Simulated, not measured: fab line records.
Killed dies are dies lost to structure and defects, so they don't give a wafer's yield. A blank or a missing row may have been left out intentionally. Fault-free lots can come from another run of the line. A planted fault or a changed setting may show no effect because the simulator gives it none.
The tool behind it: which one? / flow sky130 / 42 wafers from 14 lots sampled at 4 of the route's 708 steps

## WHAT EACH GAUGE READ, for each wafer
SKY_METAL1_RS_MEAS_05: uses a four-point probe to measure. Usual: METAL1_ALCU_RS gives 0.1271 ohm/sq (standard deviation 0.0015).
lot=L104; measured=day 31 20:14; on=film_metro-04; METAL1_ALCU_RS (ohm/sq)=0.1279 0.1292 0.1295; flag=
lot=L105; measured=day 32 05:07; on=film_metro-03; METAL1_ALCU_RS (ohm/sq)=0.1289 0.1279 0.1277; flag=
lot=L106; measured=day 32 11:36; on=film_metro-03; METAL1_ALCU_RS (ohm/sq)=0.1277 0.1272 0.1273; flag=
lot=L107; measured=day 32 20:04; on=film_metro-03; METAL1_ALCU_RS (ohm/sq)=0.1290 0.1290 0.1283; flag=
lot=L109; measured=day 33 10:23; on=film_metro-01; METAL1_ALCU_RS (ohm/sq)=0.1262 0.1275 0.1268; flag=
lot=L110; measured=day 34 04:17; on=film_metro-04; METAL1_ALCU_RS (ohm/sq)=0.1269 0.1257 0.1269; flag=
lot=L112; measured=day 35 01:52; on=film_metro-04; METAL1_ALCU_RS (ohm/sq)=0.1266 0.1280 0.1263; flag=
lot=L113; measured=day 35 01:08; on=film_metro-04; METAL1_ALCU_RS (ohm/sq)=0.1252 0.1270 0.1255; flag=
lot=L120; measured=day 37 15:19; on=film_metro-01; METAL1_ALCU_RS (ohm/sq)=0.1264 0.1276 0.1289; flag=
lot=L121; measured=day 37 16:50; on=film_metro-04; METAL1_ALCU_RS (ohm/sq)=0.1259 0.1251 0.1250; flag=
lot=L122; measured=day 38 00:11; on=film_metro-01; METAL1_ALCU_RS (ohm/sq)=0.1284 0.1275 0.1265; flag=
lot=L124; measured=day 38 05:34; on=film_metro-04; METAL1_ALCU_RS (ohm/sq)=0.1253 0.1274 0.1266; flag=
lot=L125; measured=day 38 17:12; on=film_metro-01; METAL1_ALCU_RS (ohm/sq)=0.1279 0.1279 0.1268; flag=
lot=L126; measured=day 38 23:15; on=film_metro-01; METAL1_ALCU_RS (ohm/sq)=0.1285 0.1284 0.1262; flag=

## WHICH TOOL RAN EACH LOT (tool, then ch and the chambers of the sampled wafers, then the start)
lot=L104; SKY_VT_ADJUST_LVTN_EXPOSE_15=iline_stepper-02 ch 0, day 7 12:22; SKY_CONTACT_STRIP_19=plasma_asher-01 ch 0,1, day 31 18:50; SKY_METAL1_SPUTTER_04=pvd_sputter-04, day 31 20:10
lot=L105; SKY_VT_ADJUST_LVTN_EXPOSE_15=iline_stepper-02 ch 0, day 7 15:08; SKY_CONTACT_STRIP_19=plasma_asher-02 ch 0,1, day 32 03:44; SKY_METAL1_SPUTTER_04=pvd_sputter-01, day 32 05:04
lot=L106; SKY_VT_ADJUST_LVTN_EXPOSE_15=iline_stepper-02 ch 0, day 7 22:50; SKY_CONTACT_STRIP_19=plasma_asher-02 ch 0,1, day 32 10:08; SKY_METAL1_SPUTTER_04=pvd_sputter-01, day 32 11:33
lot=L107; SKY_VT_ADJUST_LVTN_EXPOSE_15=iline_stepper-02 ch 0, day 8 06:38; SKY_CONTACT_STRIP_19=plasma_asher-01 ch 0,1, day 32 18:37; SKY_METAL1_SPUTTER_04=pvd_sputter-03, day 32 20:01
lot=L109; SKY_VT_ADJUST_LVTN_EXPOSE_15=iline_stepper-02 ch 0, day 8 17:27; SKY_CONTACT_STRIP_19=plasma_asher-02 ch 0,1, day 33 09:00; SKY_METAL1_SPUTTER_04=pvd_sputter-04, day 33 10:20
lot=L110; SKY_VT_ADJUST_LVTN_EXPOSE_15=iline_stepper-02 ch 0, day 9 06:51; SKY_CONTACT_STRIP_19=plasma_asher-03 ch 0,1, day 34 02:53; SKY_METAL1_SPUTTER_04=pvd_sputter-03, day 34 04:13
lot=L112; SKY_VT_ADJUST_LVTN_EXPOSE_15=iline_stepper-01, day 9 23:18; SKY_CONTACT_STRIP_19=plasma_asher-03 ch 0,1, day 35 00:26; SKY_METAL1_SPUTTER_04=pvd_sputter-04, day 35 01:49
lot=L113; SKY_VT_ADJUST_LVTN_EXPOSE_15=iline_stepper-01, day 9 23:36; SKY_CONTACT_STRIP_19=plasma_asher-02 ch 0,1, day 34 23:43; SKY_METAL1_SPUTTER_04=pvd_sputter-04, day 35 01:01
lot=L120; SKY_VT_ADJUST_LVTN_EXPOSE_15=iline_stepper-02 ch 0, day 12 07:47; SKY_CONTACT_STRIP_19=plasma_asher-01 ch 0, day 37 13:35; SKY_METAL1_SPUTTER_04=pvd_sputter-01, day 37 15:16
lot=L121; SKY_VT_ADJUST_LVTN_EXPOSE_15=iline_stepper-02 ch 0, day 12 09:33; SKY_CONTACT_STRIP_19=plasma_asher-03 ch 0,1, day 37 15:22; SKY_METAL1_SPUTTER_04=pvd_sputter-01, day 37 16:47
lot=L122; SKY_VT_ADJUST_LVTN_EXPOSE_15=iline_stepper-02 ch 0, day 12 20:45; SKY_CONTACT_STRIP_19=plasma_asher-01 ch 0,1, day 37 22:46; SKY_METAL1_SPUTTER_04=pvd_sputter-01, day 38 00:08
lot=L124; SKY_VT_ADJUST_LVTN_EXPOSE_15=iline_stepper-01 ch 0, day 13 04:29; SKY_CONTACT_STRIP_19=plasma_asher-01 ch 1, day 38 04:10; SKY_METAL1_SPUTTER_04=pvd_sputter-04, day 38 05:30
lot=L125; SKY_VT_ADJUST_LVTN_EXPOSE_15=iline_stepper-02 ch 0, day 13 12:49; SKY_CONTACT_STRIP_19=plasma_asher-02 ch 0,1, day 38 15:28; SKY_METAL1_SPUTTER_04=pvd_sputter-03, day 38 17:09
lot=L126; SKY_VT_ADJUST_LVTN_EXPOSE_15=iline_stepper-01 ch 0, day 13 19:04; SKY_CONTACT_STRIP_19=plasma_asher-01 ch 0,1, day 38 21:52; SKY_METAL1_SPUTTER_04=pvd_sputter-04, day 38 23:10
- SKY_VT_ADJUST_LVTN_EXPOSE_15: exposes mask HVN STD DERIVED, target cd 600 nm.
- SKY_CONTACT_STRIP_19: strips in O2/N2.
- SKY_METAL1_SPUTTER_04: material TiN, target thk 70 nm, time 58.3 s.

## AS READ BY THE TOOLS THEMSELVES (means over the sampled wafers that have a number; for cases with no such wafer, the mark the record gives instead)
SKY_VT_ADJUST_LVTN_EXPOSE_15. Usual: exposure_dose_mJ_cm2 162.99, standard deviation 0.15; focus_offset_nm 0.0 nm, standard deviation 0.53; stage_vel_mm_s 500.04 mm/s, standard deviation 0.26.
lot=L104; tool=iline_stepper-02; exposure_dose_mJ_cm2=163.00; focus_offset_nm (nm)=0.3; stage_vel_mm_s (mm/s)=500.07; flag=
lot=L105; tool=iline_stepper-02; exposure_dose_mJ_cm2=163.02; focus_offset_nm (nm)=-0.3; stage_vel_mm_s (mm/s)=500.11; flag=
lot=L106; tool=iline_stepper-02; exposure_dose_mJ_cm2=163.05; focus_offset_nm (nm)=-0.4; stage_vel_mm_s (mm/s)=499.85; flag=
lot=L107; tool=iline_stepper-02; exposure_dose_mJ_cm2=162.93; focus_offset_nm (nm)=-0.3; stage_vel_mm_s (mm/s)=499.90; flag=
lot=L109; tool=iline_stepper-02; exposure_dose_mJ_cm2=163.14; focus_offset_nm (nm)=-0.1; stage_vel_mm_s (mm/s)=500.22; flag=
lot=L110; tool=iline_stepper-02; exposure_dose_mJ_cm2=162.99; focus_offset_nm (nm)=0.5; stage_vel_mm_s (mm/s)=499.86; flag=
lot=L112; tool=iline_stepper-01; exposure_dose_mJ_cm2=-; focus_offset_nm (nm)=-; stage_vel_mm_s (mm/s)=-; flag=OFF
lot=L113; tool=iline_stepper-01; exposure_dose_mJ_cm2=-; focus_offset_nm (nm)=-; stage_vel_mm_s (mm/s)=-; flag=OFF
lot=L120; tool=iline_stepper-02; exposure_dose_mJ_cm2=162.83; focus_offset_nm (nm)=-0.4; stage_vel_mm_s (mm/s)=500.42; flag=
lot=L121; tool=iline_stepper-02; exposure_dose_mJ_cm2=162.91; focus_offset_nm (nm)=-0.5; stage_vel_mm_s (mm/s)=500.14; flag=
lot=L122; tool=iline_stepper-02; exposure_dose_mJ_cm2=163.10; focus_offset_nm (nm)=-0.5; stage_vel_mm_s (mm/s)=500.06; flag=
lot=L124; tool=iline_stepper-01; exposure_dose_mJ_cm2=163.01; focus_offset_nm (nm)=0.3; stage_vel_mm_s (mm/s)=499.85; flag=
lot=L125; tool=iline_stepper-02; exposure_dose_mJ_cm2=163.11; focus_offset_nm (nm)=0.6; stage_vel_mm_s (mm/s)=500.17; flag=
lot=L126; tool=iline_stepper-01; exposure_dose_mJ_cm2=163.20; focus_offset_nm (nm)=-0.6; stage_vel_mm_s (mm/s)=500.38; flag=

SKY_CONTACT_STRIP_19. Usual: drypump_motor_current_A 5.62 A, standard deviation 0.2; n2_flow_sccm 300.1 sccm, standard deviation 1.1; oes_product_au 0.380 a.u., standard deviation 0.0048; strip_time_to_endpoint_s 3.60 s, standard deviation 0.036.
lot=L104; tool=plasma_asher-01; drypump_motor_current_A (A)=5.47; n2_flow_sccm (sccm)=299.6; oes_product_au (a.u.)=0.380; strip_time_to_endpoint_s (s)=3.59; flag=
lot=L105; tool=plasma_asher-02; drypump_motor_current_A (A)=5.58; n2_flow_sccm (sccm)=300.7; oes_product_au (a.u.)=0.375; strip_time_to_endpoint_s (s)=3.54; flag=
lot=L106; tool=plasma_asher-02; drypump_motor_current_A (A)=5.59; n2_flow_sccm (sccm)=300.1; oes_product_au (a.u.)=0.380; strip_time_to_endpoint_s (s)=3.57; flag=
lot=L107; tool=plasma_asher-01; drypump_motor_current_A (A)=5.46; n2_flow_sccm (sccm)=299.9; oes_product_au (a.u.)=0.378; strip_time_to_endpoint_s (s)=3.57; flag=
lot=L109; tool=plasma_asher-02; drypump_motor_current_A (A)=5.52; n2_flow_sccm (sccm)=299.7; oes_product_au (a.u.)=0.376; strip_time_to_endpoint_s (s)=3.61; flag=
lot=L110; tool=plasma_asher-03; drypump_motor_current_A (A)=5.95; n2_flow_sccm (sccm)=300.5; oes_product_au (a.u.)=0.374; strip_time_to_endpoint_s (s)=3.60; flag=
lot=L112; tool=plasma_asher-03; drypump_motor_current_A (A)=5.93; n2_flow_sccm (sccm)=300.1; oes_product_au (a.u.)=0.375; strip_time_to_endpoint_s (s)=3.58; flag=
lot=L113; tool=plasma_asher-02; drypump_motor_current_A (A)=5.54; n2_flow_sccm (sccm)=300.9; oes_product_au (a.u.)=0.383; strip_time_to_endpoint_s (s)=3.62; flag=
lot=L120; tool=plasma_asher-01; drypump_motor_current_A (A)=5.44; n2_flow_sccm (sccm)=299.4; oes_product_au (a.u.)=0.382; strip_time_to_endpoint_s (s)=3.61; flag=
lot=L121; tool=plasma_asher-03; drypump_motor_current_A (A)=5.95; n2_flow_sccm (sccm)=298.8; oes_product_au (a.u.)=0.381; strip_time_to_endpoint_s (s)=3.62; flag=
lot=L122; tool=plasma_asher-01; drypump_motor_current_A (A)=5.46; n2_flow_sccm (sccm)=299.5; oes_product_au (a.u.)=0.388; strip_time_to_endpoint_s (s)=3.64; flag=
lot=L124; tool=plasma_asher-01; drypump_motor_current_A (A)=5.47; n2_flow_sccm (sccm)=299.0; oes_product_au (a.u.)=0.386; strip_time_to_endpoint_s (s)=3.60; flag=
lot=L125; tool=plasma_asher-02; drypump_motor_current_A (A)=5.59; n2_flow_sccm (sccm)=300.7; oes_product_au (a.u.)=0.380; strip_time_to_endpoint_s (s)=3.60; flag=
lot=L126; tool=plasma_asher-01; drypump_motor_current_A (A)=5.45; n2_flow_sccm (sccm)=300.6; oes_product_au (a.u.)=0.379; strip_time_to_endpoint_s (s)=3.56; flag=

SKY_METAL1_SPUTTER_04. Usual: throttle_valve_pct 29.4 %, standard deviation 1.1.
lot=L104; tool=pvd_sputter-04; throttle_valve_pct (%)=29.8; flag=
lot=L105; tool=pvd_sputter-01; throttle_valve_pct (%)=29.2; flag=
lot=L106; tool=pvd_sputter-01; throttle_valve_pct (%)=29.0; flag=
lot=L107; tool=pvd_sputter-03; throttle_valve_pct (%)=30.1; flag=
lot=L109; tool=pvd_sputter-04; throttle_valve_pct (%)=29.3; flag=
lot=L110; tool=pvd_sputter-03; throttle_valve_pct (%)=29.6; flag=
lot=L112; tool=pvd_sputter-04; throttle_valve_pct (%)=29.9; flag=
lot=L113; tool=pvd_sputter-04; throttle_valve_pct (%)=29.2; flag=
lot=L120; tool=pvd_sputter-01; throttle_valve_pct (%)=29.6; flag=
lot=L121; tool=pvd_sputter-01; throttle_valve_pct (%)=29.7; flag=
lot=L122; tool=pvd_sputter-01; throttle_valve_pct (%)=28.6; flag=
lot=L124; tool=pvd_sputter-04; throttle_valve_pct (%)=29.4; flag=
lot=L125; tool=pvd_sputter-03; throttle_valve_pct (%)=30.2; flag=
lot=L126; tool=pvd_sputter-04; throttle_valve_pct (%)=29.2; flag=

## THE ANSWER, worked out from the rows above alone
Rule: lot off if the mean of its wafers having a number is beyond 3 standard deviations from the usual mean. A lot without any number at a reading at which 4 lots or more have one is off too. Where the step has rows for the other lots, those lots are counted as sound. After the gauges, taken in route order, come the tools' own readings; for these a lot's mean is taken, as printed above. The first step at which some lot is off is used, and at that step the reading that is off furthest; a lot without a number counts as furthest.
Off, at SKY_VT_ADJUST_LVTN_EXPOSE_15 on exposure_dose_mJ_cm2: L112, L113. Without a number there: L112, L113.
If a tool, at that step or one of the process steps before it, ran each lot that is off and ran no sound lot following the first of them, it fits. No candidate that was tried fits.

## WHAT THE SIMULATOR HAD INSERTED
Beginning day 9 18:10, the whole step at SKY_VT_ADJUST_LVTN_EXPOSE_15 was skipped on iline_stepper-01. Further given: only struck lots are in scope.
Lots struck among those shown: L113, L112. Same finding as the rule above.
